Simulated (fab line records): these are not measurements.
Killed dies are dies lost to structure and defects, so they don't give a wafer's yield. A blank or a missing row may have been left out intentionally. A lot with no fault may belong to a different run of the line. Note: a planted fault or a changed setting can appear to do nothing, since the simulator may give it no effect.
fab line records	flow gf180mcu
record: lots: 13	wafers: 39	last_day: 34
route steps=602 shown HV_LDD@209 M1@329 V1@349
lots that met no fault: taken from a fault-free run of the same line
start_h: the number of hours between the record's first day and the start of the first shown wafer of the lot	wait_h: hours since the lot's step before	" the same as in the row above	L1.1+2: one row covering several wafers at once	- no value, or no start given	* or withheld: withheld	< > ~ a bound
route shown NAME@n: names a module that has steps shown in the file, with the first one's number in the route	usual: mean and standard deviation over wafers with no fault	same: alike in all rows	chamber/n: place in a boat	sites: per-site readings	_std_site: the standard deviation of these	_edge_site: outer sites' mean less inner sites'	radius_mm: how far each site lies from the wafer's centre	mask NAME#n: copy n	behind: tool/chamber where the wafer was last shaped	hold: the reason the lot was held/the length of the hold in hours/how it ended	device: which transistor (n, p or np) failed to switch	end of line: the route-end tests of the same wafers	a step with no rows: only its recipe	killed: dies lost to structure and defects at the first sort, not the wafer's yield	map: dies across one wafer; x = killed, . = not, _ = none there
set.NAME: the run value of the setting; set.NAME@STEP: its run value at that earlier step	model.NAME: the simulator's own value behind a step, which no gauge read
steps of the route over a sample of lots; a table a step, a row a wafer
services: from which hour (start_h, from the record's first day; less than 0 if before it) a tool's chamber was out of use, for how many hours, and why
== steps ==
step: GF_HV_LDD_IMPLANT_33
recipe: species: P	energy_kev: 60	dose_cm2: 7.5e+12	tilt_deg: 30	rotation_deg: 0
usual: dose_ions_cm2: 7.501e+12/8.6e+09	faraday_current_uA: 42.3/0.85
lot.wafer	tool	chamber	start_h	wait_h	dose_ions_cm2	faraday_current_uA
L589.3	implanter-02	0	270.03	0.1	7.508e+12	41.5
L589.4	"	0	"	"	7.486e+12	42.1
L589.5	"	0	"	"	7.504e+12	41.1
L592.1	implanter-04	0	285.65	0.0	7.492e+12	42.8
L592.3	"	0	"	"	7.504e+12	43.0
L592.6	"	0	"	"	7.495e+12	43.0
L594.2	implanter-02	0	306.00	0.0	7.511e+12	42.8
L594.4	"	0	"	"	7.502e+12	42.1
L594.5	"	0	"	"	7.504e+12	42.2
L596.2	implanter-02	0	326.35	0.0	7.511e+12	40.3
L596.3	"	0	"	"	7.483e+12	42.7
L596.6	"	0	"	"	7.491e+12	42.4
L598.1	implanter-02	0	335.68	0.0	7.498e+12	42.7
L598.5	"	0	"	"	7.501e+12	42.1
L598.6	"	0	"	"	7.496e+12	42.7
L599.1	implanter-02	0	343.77	0.0	7.505e+12	42.5
L599.3	"	0	"	"	7.506e+12	42.4
L599.6	"	0	"	"	7.513e+12	43.1
L600.1	implanter-02	0	345.28	0.0	7.52e+12	42.5
L600.2	"	0	"	"	7.507e+12	42.9
L600.4	"	0	"	"	7.502e+12	40.9
L601.1	implanter-02	0	355.23	0.0	7.498e+12	43.6
L601.2	"	0	"	"	7.512e+12	41.9
L601.3	"	0	"	"	7.504e+12	41.8
L607.3	implanter-02	0	397.62	0.1	5.541e+12	31.5
L607.5	"	0	"	"	5.541e+12	31.2
L607.6	"	0	"	"	5.543e+12	31.7
L608.1	implanter-02	0	405.53	0.0	5.523e+12	31.6
L608.2	"	0	"	"	5.53e+12	30.9
L608.5	"	0	"	"	5.52e+12	30.5
L609.3	implanter-04	0	412.42	0.1	7.502e+12	42.1
L609.4	"	0	"	"	7.503e+12	40.8
L609.5	"	0	"	"	7.498e+12	43.0
L610.1	implanter-04	0	422.07	0.0	7.499e+12	43.6
L610.2	"	0	"	"	7.506e+12	44.1
L610.4	"	0	"	"	7.5e+12	42.2
L611.1	implanter-04	0	433.97	0.0	7.494e+12	42.7
L611.2	"	0	"	"	7.499e+12	40.7
L611.4	"	0	"	"	7.508e+12	42.0
step: GF_HV_LDD_TW_MEAS_38
usual: HV_LDD_3_TW: 1433/5.3
lot.wafer	tool	chamber	start_h	wait_h	HV_LDD_3_TW
L589.3	film_metro-03	-	270.70	0.1	1433
L589.4	"	-	"	"	1430
L589.5	"	-	"	"	1443
L592.1	film_metro-04	-	286.35	0.1	1439
L592.3	"	-	"	"	1432
L592.6	"	-	"	"	1438
L594.2	film_metro-01	-	306.69	0.1	1433
L594.4	"	-	"	"	1432
L594.5	"	-	"	"	1420
L596.2	film_metro-03	-	327.04	0.1	1435
L596.3	"	-	"	"	1425
L596.6	"	-	"	"	1433
L598.1	film_metro-03	-	336.38	0.1	1439
L598.5	"	-	"	"	1438
L598.6	"	-	"	"	1427
L599.1	film_metro-03	-	344.47	0.1	1431
L599.3	"	-	"	"	1427
L599.6	"	-	"	"	1435
L600.1	film_metro-04	-	345.98	0.1	1433
L600.2	"	-	"	"	1440
L600.4	"	-	"	"	1438
L601.1	film_metro-04	-	355.93	0.1	1440
L601.2	"	-	"	"	1434
L601.3	"	-	"	"	1430
L607.3	film_metro-03	-	398.29	0.1	1400
L607.5	"	-	"	"	1401
L607.6	"	-	"	"	1401
L608.1	film_metro-03	-	406.23	0.1	1405
L608.2	"	-	"	"	1394
L608.5	"	-	"	"	1398
L609.3	film_metro-03	-	413.09	0.1	1436
L609.4	"	-	"	"	1435
L609.5	"	-	"	"	1439
L610.1	film_metro-04	-	422.77	0.1	1441
L610.2	"	-	"	"	1434
L610.4	"	-	"	"	1439
L611.1	film_metro-04	-	434.67	0.1	1422
L611.2	"	-	"	"	1426
L611.4	"	-	"	"	1433
step: GF_HV_LDD_RS_MEAS_53
recipe: thk_meas_gauge: four-point-probe
usual: HV_LDD_RS: 418.1/0.85
lot.wafer	tool	chamber	start_h	wait_h	HV_LDD_RS[ohm/sq]
L589.3	film_metro-04	-	290.60	0.1	418.6
L589.4	"	-	"	"	418.8
L589.5	"	-	"	"	417.8
L592.1	film_metro-01	-	306.26	0.1	417.9
L592.3	"	-	"	"	417.3
L592.6	"	-	"	"	418.1
L594.2	film_metro-04	-	327.77	0.1	418.2
L594.4	"	-	"	"	417.5
L594.5	"	-	"	"	418.3
L596.2	film_metro-03	-	348.28	0.1	418.0
L596.3	"	-	"	"	417.9
L596.6	"	-	"	"	418.2
L598.1	film_metro-03	-	358.10	0.1	418.3
L598.5	"	-	"	"	419.5
L598.6	"	-	"	"	419.0
L599.1	film_metro-04	-	366.57	0.1	419.2
L599.3	"	-	"	"	418.9
L599.6	"	-	"	"	419.3
L600.1	film_metro-04	-	367.90	0.1	419.1
L600.2	"	-	"	"	417.9
L600.4	"	-	"	"	417.7
L601.1	film_metro-03	-	378.65	0.1	417.4
L601.2	"	-	"	"	417.9
L601.3	"	-	"	"	418.7
L607.3	film_metro-01	-	420.99	0.1	424.2
L607.5	"	-	"	"	424.8
L607.6	"	-	"	"	425.5
L608.1	film_metro-04	-	430.25	0.1	423.5
L608.2	"	-	"	"	423.4
L608.5	"	-	"	"	423.6
L609.3	film_metro-03	-	437.39	0.1	416.8
L609.4	"	-	"	"	417.9
L609.5	"	-	"	"	417.3
L610.1	film_metro-01	-	447.10	0.1	418.8
L610.2	"	-	"	"	418.6
L610.4	"	-	"	"	418.6
L611.1	film_metro-03	-	459.36	0.1	417.2
L611.2	"	-	"	"	418.8
L611.4	"	-	"	"	418.3
step: GF_M1_CD_MEAS_14
recipe: target_cd_nm: 230
usual: cd_nm: 229.7/0.99
lot.wafer	tool	chamber	start_h	wait_h	cd_nm
L589.3	cd_sem-01	-	405.85	0.1	230.8
L589.4	"	-	"	"	228.0
L589.5	"	-	"	"	228.7
L592.1	cd_sem-02	-	425.22	0.1	230.2
L592.3	"	-	"	"	231.6
L592.6	"	-	"	"	230.6
L594.2	cd_sem-02	-	449.14	0.1	229.7
L594.4	"	-	"	"	230.2
L594.5	"	-	"	"	229.6
L596.2	cd_sem-01	-	472.94	0.1	229.7
L596.3	"	-	"	"	229.8
L596.6	"	-	"	"	230.7
L598.1	cd_sem-02	-	482.16	0.1	230.9
L598.5	"	-	"	"	230.3
L598.6	"	-	"	"	229.3
L599.1	cd_sem-01	-	489.52	0.1	230.1
L599.3	"	-	"	"	231.3
L599.6	"	-	"	"	231.0
L600.1	cd_sem-02	-	491.41	0.1	228.8
L600.2	"	-	"	"	228.3
L600.4	"	-	"	"	228.7
L601.1	cd_sem-01	-	501.82	0.1	228.0
L601.2	"	-	"	"	229.3
L601.3	"	-	"	"	229.2
L607.3	cd_sem-01	-	544.66	0.1	230.3
L607.5	"	-	"	"	228.8
L607.6	"	-	"	"	230.4
L608.1	cd_sem-01	-	553.27	0.1	229.6
L608.2	"	-	"	"	229.9
L608.5	"	-	"	"	228.9
L609.3	cd_sem-01	-	560.41	0.1	229.1
L609.4	"	-	"	"	227.7
L609.5	"	-	"	"	228.7
L610.1	cd_sem-01	-	568.36	0.2	228.7
L610.2	"	-	"	"	230.5
L610.4	"	-	"	"	229.7
L611.1	cd_sem-01	-	580.27	0.1	230.7
L611.2	"	-	"	"	229.9
L611.4	"	-	"	"	231.1
step: GF_V1_CD_MEAS_14
recipe: target_cd_nm: 260
usual: cd_nm: 259.7/1.3
lot.wafer	tool	chamber	start_h	wait_h	cd_nm
L589.3	cd_sem-01	-	430.43	0.1	261.0
L589.4	"	-	"	"	261.5
L589.5	"	-	"	"	261.9
L592.1	cd_sem-01	-	450.47	0.1	260.2
L592.3	"	-	"	"	259.5
L592.6	"	-	"	"	261.4
L594.2	cd_sem-01	-	474.94	0.1	258.3
L594.4	"	-	"	"	258.9
L594.5	"	-	"	"	258.9
L596.2	cd_sem-02	-	497.79	0.1	260.1
L596.3	"	-	"	"	260.7
L596.6	"	-	"	"	261.8
L598.1	cd_sem-01	-	507.12	0.1	257.3
L598.5	"	-	"	"	258.6
L598.6	"	-	"	"	257.8
L599.1	cd_sem-02	-	514.22	0.1	256.6
L599.3	"	-	"	"	259.7
L599.6	"	-	"	"	257.6
L600.1	cd_sem-01	-	515.92	0.1	257.8
L600.2	"	-	"	"	257.8
L600.4	"	-	"	"	258.0
L601.1	cd_sem-01	-	526.37	0.1	258.3
L601.2	"	-	"	"	258.0
L601.3	"	-	"	"	256.9
L607.3	cd_sem-01	-	568.11	0.1	260.9
L607.5	"	-	"	"	259.6
L607.6	"	-	"	"	259.5
L608.1	cd_sem-01	-	576.52	0.1	261.2
L608.2	"	-	"	"	261.0
L608.5	"	-	"	"	260.7
L609.3	cd_sem-01	-	583.46	0.1	260.7
L609.4	"	-	"	"	259.8
L609.5	"	-	"	"	260.0
L610.1	cd_sem-02	-	591.22	0.1	259.2
L610.2	"	-	"	"	259.4
L610.4	"	-	"	"	259.8
L611.1	cd_sem-01	-	603.27	0.1	261.9
L611.2	"	-	"	"	260.4
L611.4	"	-	"	"	260.5
step: GF_V1_SPUTTER_21
recipe: material: Ti	target_thk_nm: 15	chamber_pressure_pa: 5	power_w: 2500	substrate_temp_c: 200	time_s: 80.02
usual: cathode_dc_power_W: 2500.0/0.46	throttle_valve_pct: 30.1/1.2
lot.wafer	tool	chamber	start_h	wait_h	cathode_dc_power_W	throttle_valve_pct
L589.3	pvd_sputter-04	-	431.21	0.0	2499.8	28.6
L589.4	"	-	"	"	2500.1	30.9
L589.5	"	-	"	"	2500.0	30.3
L592.1	pvd_sputter-03	-	451.29	0.0	2499.5	29.4
L592.3	"	-	"	"	2500.7	29.9
L592.6	"	-	"	"	2500.0	28.6
L594.2	pvd_sputter-01	-	475.78	0.0	2499.2	29.0
L594.4	"	-	"	"	2499.4	31.7
L594.5	"	-	"	"	2500.0	28.6
L596.2	pvd_sputter-03	-	498.64	0.0	2499.7	30.5
L596.3	"	-	"	"	2499.4	30.0
L596.6	"	-	"	"	2499.7	30.1
L598.1	pvd_sputter-04	-	508.01	0.0	2500.1	31.7
L598.5	"	-	"	"	2500.1	31.7
L598.6	"	-	"	"	2499.9	28.8
L599.1	pvd_sputter-04	-	515.08	0.0	2499.7	28.9
L599.3	"	-	"	"	2500.3	31.8
L599.6	"	-	"	"	2499.5	29.0
L600.1	pvd_sputter-04	-	516.77	0.0	2499.4	30.2
L600.2	"	-	"	"	2499.4	28.9
L600.4	"	-	"	"	2500.6	30.6
L601.1	pvd_sputter-03	-	527.19	0.0	2501.0	30.3
L601.2	"	-	"	"	2499.3	28.7
L601.3	"	-	"	"	2499.7	30.5
L607.3	pvd_sputter-03	-	568.89	0.0	2500.1	30.6
L607.5	"	-	"	"	2499.6	30.4
L607.6	"	-	"	"	2499.7	28.6
L608.1	pvd_sputter-04	-	577.33	0.0	2499.5	31.0
L608.2	"	-	"	"	2500.0	30.2
L608.5	"	-	"	"	2499.6	28.9
L609.3	pvd_sputter-04	-	584.58	0.0	2500.9	30.9
L609.4	"	-	"	"	2498.8	30.0
L609.5	"	-	"	"	2499.8	28.8
L610.1	pvd_sputter-04	-	592.04	0.0	2500.5	30.1
L610.2	"	-	"	"	2499.8	31.7
L610.4	"	-	"	"	2500.0	28.6
L611.1	pvd_sputter-04	-	604.12	0.0	2499.9	29.0
L611.2	"	-	"	"	2500.2	30.4
L611.4	"	-	"	"	2499.4	30.9
== services ==
tool	chamber	start_h	hours	kind
pvd_sputter-04	-	270.27	2.8	repair
pvd_sputter-03	-	271.83	13.1	repair
pvd_sputter-01	1	284.29	-	consumable_replace:kit
pvd_sputter-01	1	284.29	18.0	scheduled_down
pvd_sputter-01	1	284.29	18.0	vent_cycle
pvd_sputter-01	-	322.64	0.9	repair
pvd_sputter-01	-	349.48	6.1	repair
implanter-02	-	386.65	4.6	pm
implanter-02	-	395.09	2.3	repair
pvd_sputter-01	-	395.64	3.7	repair
pvd_sputter-04	-	400.24	10.6	repair
pvd_sputter-03	-	405.63	6.2	repair
pvd_sputter-04	-	449.63	14.9	repair
pvd_sputter-03	1	454.90	-	consumable_replace:kit
pvd_sputter-03	1	454.90	18.0	scheduled_down
pvd_sputter-03	1	454.90	18.0	vent_cycle
pvd_sputter-04	-	468.49	2.4	repair
implanter-02	-	544.77	3.0	repair
implanter-04	-	546.94	2.3	repair
implanter-04	-	551.37	5.1	repair
pvd_sputter-01	-	563.85	2.2	repair
pvd_sputter-01	-	579.32	12.1	repair
implanter-04	-	595.93	0.6	repair
implanter-04	-	601.40	4.6	pm
== key ==
first_sign: step: GF_HV_LDD_IMPLANT_33	reading: dose_ions_cm2	direction: down	sigmas: 99+	usual: 7.501e+12	struck: 5.533e+12
effect: step: GF_HV_LDD_IMPLANT_33	reading: faraday_current_uA	direction: down	sigmas: 13	usual: 42.3	struck: 31.2
effect: step: GF_HV_LDD_TW_MEAS_38	reading: HV_LDD_3_TW	direction: down	sigmas: 6.2	usual: 1433	struck: 1400
effect: step: GF_HV_LDD_RS_MEAS_53	reading: HV_LDD_RS	direction: up	sigmas: 7.2	usual: 418.1	struck: 424.2
met_at GF_HV_LDD_IMPLANT_33
struck_lots L607,L608
tester_left_out L607,L608
not_acting_at GF_M1_CD_MEAS_14,GF_V1_CD_MEAS_14,GF_V1_SPUTTER_21
onset_between 355.23 397.62
fault: kind: process_parameter_drift	tool: implanter-02	chamber: -	onset_h: 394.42	steps: GF_HV_LDD_IMPLANT_33	channel: dose_cm2	offset: -1.9722e+12	shape: step	end_h: 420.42	acts_in: these_recipes_only	stated: 7.5e+12
tester_left_out: of these lots the tester's yield and bins aren't shown, on N5 and GAA mostly nor the transistor test; their killed dies are dies lost to structure and defects alone, not to doping, threshold or leakage, so they don't give the yield
